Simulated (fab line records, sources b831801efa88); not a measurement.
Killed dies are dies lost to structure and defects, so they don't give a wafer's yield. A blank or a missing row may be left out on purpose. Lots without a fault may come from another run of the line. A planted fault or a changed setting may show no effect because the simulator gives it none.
One fault seen from 2 desks | flow gf180mcu | each desk has only its own numbers; what lay behind them comes last

THE TOOL OWNER'S DESK: litho_track-04
The tool's own readings at GF_VT_IMPLANT_COAT_13 (resist thk 1000 nm): means of the sampled wafers that have a number, for each lot that ran on this tool. A lot is out of limits, marked OUT, if its mean lies more than 4 standard deviations from the usual mean; the brackets give that distance.
Columns: A = exhaust_pa at GF_VT_IMPLANT_COAT_13, usual 45.0 Pa; B = resist_line_temp_C at GF_VT_IMPLANT_COAT_13, usual 22.99 C
lot  | first seen here | A    | B
L957 | day 6 02:55     | 45.7 | 23.02
L958 | day 6 09:57     | 44.1 | 22.87
L964 | day 8 00:52     | 44.2 | 22.92
L967 | day 8 18:19     | 45.4 | 22.84
L968 | day 9 02:10     | 44.9 | 22.98
L977 | day 11 09:21    | 46.3 | 23.05
This desk's finding: nothing out of limits on any of the 6 lots.

THE METROLOGY DESK
What the gauges read, lot by lot, whatever tool the lot ran on: means of the sampled wafers that have a number. A lot is out of limits, marked OUT, if its mean lies more than 4 standard deviations from the usual mean; the brackets give that distance.
Columns: A = MVSD_TW at GF_MVSD_TW_MEAS_11, usual 1580; B = V1_W_THK at GF_V1_THK_MEAS_25, usual 349 nm; C = M2_OVL at GF_M2_OVL_MEAS_15, usual 1 nm
lot  | first seen here | A    | B   | C
L957 | day 4 16:05     | 1573 | 343 | 2
L958 | day 4 22:05     | 1578 | 346 | 1
L959 | day 5 03:59     | 1591 | 351 | 1
L960 | day 5 10:38     | 1597 | 354 | 6
L964 | day 6 08:59     | 1584 | 347 | 1
L967 | day 7 01:29     | 1582 | 350 | -2
L968 | day 7 08:35     | 1576 | 355 | 3
L969 | day 7 14:23     | 1576 | 349 | 2
L974 | day 8 19:47     | 1586 | 352 | -7
L975 | day 8 23:23     | 1569 | 342 | 1
L976 | day 9 07:04     | 1588 | 346 | -4
L977 | day 9 12:54     | 1579 | 347 | 3
L978 | day 9 18:44     | 1586 | 353 | 1
L979 | day 9 22:47     | 1575 | 350 | 4
This desk's finding: nothing out of limits on any of the 14 lots.

PUT TOGETHER
The tool owner's desk saw nothing out of limits.
The metrology desk saw nothing out of limits.

WHAT THE SIMULATOR HAD PUT IN
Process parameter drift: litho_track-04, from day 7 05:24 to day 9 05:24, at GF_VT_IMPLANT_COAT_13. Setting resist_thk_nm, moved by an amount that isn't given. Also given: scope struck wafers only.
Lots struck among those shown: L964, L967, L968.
